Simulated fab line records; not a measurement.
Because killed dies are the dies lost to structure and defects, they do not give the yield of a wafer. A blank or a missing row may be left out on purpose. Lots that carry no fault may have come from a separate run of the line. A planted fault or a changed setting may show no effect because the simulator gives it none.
Which tool was responsible? / flow gf180mcu / 14 lots with 42 wafers sampled at 4 steps, on a route of 602 steps

== WHAT THE GAUGES SHOWED, per wafer ==
GF_V1_CD_MEAS_14: the cd target is 260 nm.
lot=L384; measured=day 17 23:38; on=cd sem-02; cd nm (nm)=260.4 261.1 261.9
lot=L385; measured=day 18 10:39; on=cd sem-01; cd nm (nm)=256.6 258.0 258.9
lot=L389; measured=day 20 01:28; on=cd sem-02; cd nm (nm)=262.0 262.4 262.8
lot=L391; measured=day 20 20:52; on=cd sem-02; cd nm (nm)=260.6 260.3 260.1
lot=L392; measured=day 21 06:47; on=cd sem-01; cd nm (nm)=260.6 261.4 262.0
lot=L394; measured=day 22 00:17; on=cd sem-01; cd nm (nm)=259.8 260.7 261.8
lot=L395; measured=day 22 12:05; on=cd sem-01; cd nm (nm)=260.8 259.7 259.1
lot=L396; measured=day 22 15:50; on=cd sem-02; cd nm (nm)=259.5 259.9 260.1
lot=L397; measured=day 22 22:31; on=cd sem-02; cd nm (nm)=259.7 260.4 261.1
lot=L400; measured=day 24 01:01; on=cd sem-02; cd nm (nm)=260.9 260.3 259.3
lot=L401; measured=day 24 09:47; on=cd sem-02; cd nm (nm)=259.4 259.4 259.4
lot=L402; measured=day 24 21:28; on=cd sem-02; cd nm (nm)=259.8 258.0 258.7
lot=L406; measured=day 25 19:29; on=cd sem-01; cd nm (nm)=261.2 260.7 261.0
lot=L407; measured=day 26 03:17; on=cd sem-01; cd nm (nm)=260.5 259.9 260.2

GF_V1_OVL_MEAS_15.
lot=L384; measured=day 17 23:46; on=overlay-01; V1_OVL (nm)=-8 -1 0
lot=L385; measured=day 18 10:43; on=overlay-01; V1_OVL (nm)=-8 -8 -9
lot=L389; measured=day 20 01:35; on=overlay-01; V1_OVL (nm)=-3 -6 -5
lot=L391; measured=day 20 20:58; on=overlay-02; V1_OVL (nm)=16 5 12
lot=L392; measured=day 21 06:55; on=overlay-01; V1_OVL (nm)=-4 -10 -6
lot=L394; measured=day 22 00:24; on=overlay-02; V1_OVL (nm)=1 3 -2
lot=L395; measured=day 22 12:11; on=overlay-01; V1_OVL (nm)=12 7 5
lot=L396; measured=day 22 15:58; on=overlay-01; V1_OVL (nm)=11 8 17
lot=L397; measured=day 22 22:37; on=overlay-02; V1_OVL (nm)=0 0 -7
lot=L400; measured=day 24 01:08; on=overlay-02; V1_OVL (nm)=6 1 7
lot=L401; measured=day 24 09:53; on=overlay-01; V1_OVL (nm)=-6 -5 3
lot=L402; measured=day 24 21:35; on=overlay-02; V1_OVL (nm)=-5 -1 -6
lot=L406; measured=day 25 19:35; on=overlay-02; V1_OVL (nm)=-5 -4 -4
lot=L407; measured=day 26 03:24; on=overlay-01; V1_OVL (nm)=-3 -6 3

== WHICH TOOL RAN EACH LOT (tool, then ch and the chambers of the sampled wafers, then the start) ==
lot=L384; GF_VT_IMPLANT_STRIP_09=plasma asher-03 ch 0,1, day 5 16:08; GF_HV_LDD_IMPLANT_35=implanter-04 ch 0, day 11 12:26
lot=L385; GF_VT_IMPLANT_STRIP_09=plasma asher-02 ch 0,1, day 5 21:14; GF_HV_LDD_IMPLANT_35=implanter-04 ch 0, day 11 20:20
lot=L389; GF_VT_IMPLANT_STRIP_09=plasma asher-02 ch 0,1, day 6 21:44; GF_HV_LDD_IMPLANT_35=implanter-04 ch 0, day 13 04:44
lot=L391; GF_VT_IMPLANT_STRIP_09=plasma asher-03 ch 0,1, day 7 09:38; GF_HV_LDD_IMPLANT_35=implanter-03 ch 0, day 13 19:02
lot=L392; GF_VT_IMPLANT_STRIP_09=plasma asher-01 ch 0,1, day 7 16:32; GF_HV_LDD_IMPLANT_35=implanter-03 ch 0, day 14 04:23
lot=L394; GF_VT_IMPLANT_STRIP_09=plasma asher-01 ch 0,1, day 8 05:17; GF_HV_LDD_IMPLANT_35=implanter-02 ch 0, day 14 19:52
lot=L395; GF_VT_IMPLANT_STRIP_09=plasma asher-03 ch 0,1, day 8 11:19; GF_HV_LDD_IMPLANT_35=implanter-04 ch 0, day 15 05:02
lot=L396; GF_VT_IMPLANT_STRIP_09=plasma asher-02 ch 0,1, day 8 15:47; GF_HV_LDD_IMPLANT_35=implanter-03 ch 0, day 15 10:12
lot=L397; GF_VT_IMPLANT_STRIP_09=plasma asher-01 ch 0,1, day 8 22:11; GF_HV_LDD_IMPLANT_35=implanter-02 ch 0, day 15 16:17
lot=L400; GF_VT_IMPLANT_STRIP_09=plasma asher-01 ch 0,1, day 9 19:59; GF_HV_LDD_IMPLANT_35=implanter-04 ch 0, day 16 20:37
lot=L401; GF_VT_IMPLANT_STRIP_09=plasma asher-02 ch 0,1, day 10 00:58; GF_HV_LDD_IMPLANT_35=implanter-03 ch 0, day 17 03:03
lot=L402; GF_VT_IMPLANT_STRIP_09=plasma asher-02 ch 0,1, day 10 08:50; GF_HV_LDD_IMPLANT_35=implanter-04 ch 0, day 17 16:32
lot=L406; GF_VT_IMPLANT_STRIP_09=plasma asher-02 ch 0,1, day 11 06:31; GF_HV_LDD_IMPLANT_35=implanter-02 ch 0, day 18 16:05
lot=L407; GF_VT_IMPLANT_STRIP_09=plasma asher-01 ch 0,1, day 11 12:32; GF_HV_LDD_IMPLANT_35=implanter-03 ch 0, day 19 01:36
- GF_VT_IMPLANT_STRIP_09: strips in O2/N2.
- GF_HV_LDD_IMPLANT_35

== WHAT THE TOOLS THEMSELVES READ (means of the sampled wafers that have a number; where no wafer has one, the mark that the record gives instead) ==
GF_VT_IMPLANT_STRIP_09.
lot=L384; tool=plasma asher-03; drypump motor current A (A)=5.7; heater power w (W)=319; oes product au (a.u.)=0.715; strip time to endpoint s (s)=12.63
lot=L385; tool=plasma asher-02; drypump motor current A (A)=6.0; heater power w (W)=354; oes product au (a.u.)=0.718; strip time to endpoint s (s)=12.56
lot=L389; tool=plasma asher-02; drypump motor current A (A)=6.0; heater power w (W)=365; oes product au (a.u.)=0.713; strip time to endpoint s (s)=12.70
lot=L391; tool=plasma asher-03; drypump motor current A (A)=5.7; heater power w (W)=313; oes product au (a.u.)=0.717; strip time to endpoint s (s)=12.66
lot=L392; tool=plasma asher-01; drypump motor current A (A)=6.3; heater power w (W)=325; oes product au (a.u.)=0.717; strip time to endpoint s (s)=12.62
lot=L394; tool=plasma asher-01; drypump motor current A (A)=6.3; heater power w (W)=327; oes product au (a.u.)=0.720; strip time to endpoint s (s)=12.62
lot=L395; tool=plasma asher-03; drypump motor current A (A)=5.7; heater power w (W)=317; oes product au (a.u.)=0.717; strip time to endpoint s (s)=12.62
lot=L396; tool=plasma asher-02; drypump motor current A (A)=6.0; heater power w (W)=349; oes product au (a.u.)=0.717; strip time to endpoint s (s)=12.64
lot=L397; tool=plasma asher-01; drypump motor current A (A)=6.1; heater power w (W)=344; oes product au (a.u.)=0.712; strip time to endpoint s (s)=12.63
lot=L400; tool=plasma asher-01; drypump motor current A (A)=6.3; heater power w (W)=332; oes product au (a.u.)=0.712; strip time to endpoint s (s)=12.64
lot=L401; tool=plasma asher-02; drypump motor current A (A)=6.0; heater power w (W)=352; oes product au (a.u.)=0.718; strip time to endpoint s (s)=12.66
lot=L402; tool=plasma asher-02; drypump motor current A (A)=6.0; heater power w (W)=364; oes product au (a.u.)=0.714; strip time to endpoint s (s)=12.58
lot=L406; tool=plasma asher-02; drypump motor current A (A)=6.0; heater power w (W)=367; oes product au (a.u.)=0.712; strip time to endpoint s (s)=12.63
lot=L407; tool=plasma asher-01; drypump motor current A (A)=6.0; heater power w (W)=341; oes product au (a.u.)=0.717; strip time to endpoint s (s)=12.71

GF_HV_LDD_IMPLANT_35.
lot=L384; tool=implanter-04; dose ions cm2=7.5e+12; end station pressure torr (Torr)=5.20e-06
lot=L385; tool=implanter-04; dose ions cm2=7.5e+12; end station pressure torr (Torr)=5.04e-06
lot=L389; tool=implanter-04; dose ions cm2=7.5e+12; end station pressure torr (Torr)=4.78e-06
lot=L391; tool=implanter-03; dose ions cm2=7.5e+12; end station pressure torr (Torr)=5.38e-06
lot=L392; tool=implanter-03; dose ions cm2=7.5e+12; end station pressure torr (Torr)=4.85e-06
lot=L394; tool=implanter-02; dose ions cm2=7.5e+12; end station pressure torr (Torr)=5.08e-06
lot=L395; tool=implanter-04; dose ions cm2=7.5e+12; end station pressure torr (Torr)=5.18e-06
lot=L396; tool=implanter-03; dose ions cm2=7.5e+12; end station pressure torr (Torr)=4.89e-06
lot=L397; tool=implanter-02; dose ions cm2=7.5e+12; end station pressure torr (Torr)=5.03e-06
lot=L400; tool=implanter-04; dose ions cm2=7.9e+12; end station pressure torr (Torr)=5.05e-06
lot=L401; tool=implanter-03; dose ions cm2=7.5e+12; end station pressure torr (Torr)=5.13e-06
lot=L402; tool=implanter-04; dose ions cm2=7.9e+12; end station pressure torr (Torr)=5.15e-06
lot=L406; tool=implanter-02; dose ions cm2=7.5e+12; end station pressure torr (Torr)=5.34e-06
lot=L407; tool=implanter-03; dose ions cm2=7.5e+12; end station pressure torr (Torr)=4.79e-06

== THE ANSWER, worked out from the rows above alone ==
Rule: the lots themselves supply what counts as usual. Put in order of their means at a reading, lots are off if they are a third of the lots or fewer, leave a main group of 4 or more, and stand apart from it by a gap of 3 or more times the standard deviation of the main group's means; of several such gaps the widest counts. If all means in a main group match to the digits the tables above print for the reading, that group is not used. Also off: a lot with no number at a reading for which 4 or more lots have one. Where the step has rows for the other lots, those lots are counted as sound. The gauges are gone through in route order, then the tools' own readings, and for those a lot's mean is taken as printed above. At the first step where some lot is off, the reading lying furthest off is the one used; lots without a number count as furthest.
No lot is off on any of the readings shown, so nothing can be concluded from this.

== WHAT THE SIMULATOR PUT IN ==
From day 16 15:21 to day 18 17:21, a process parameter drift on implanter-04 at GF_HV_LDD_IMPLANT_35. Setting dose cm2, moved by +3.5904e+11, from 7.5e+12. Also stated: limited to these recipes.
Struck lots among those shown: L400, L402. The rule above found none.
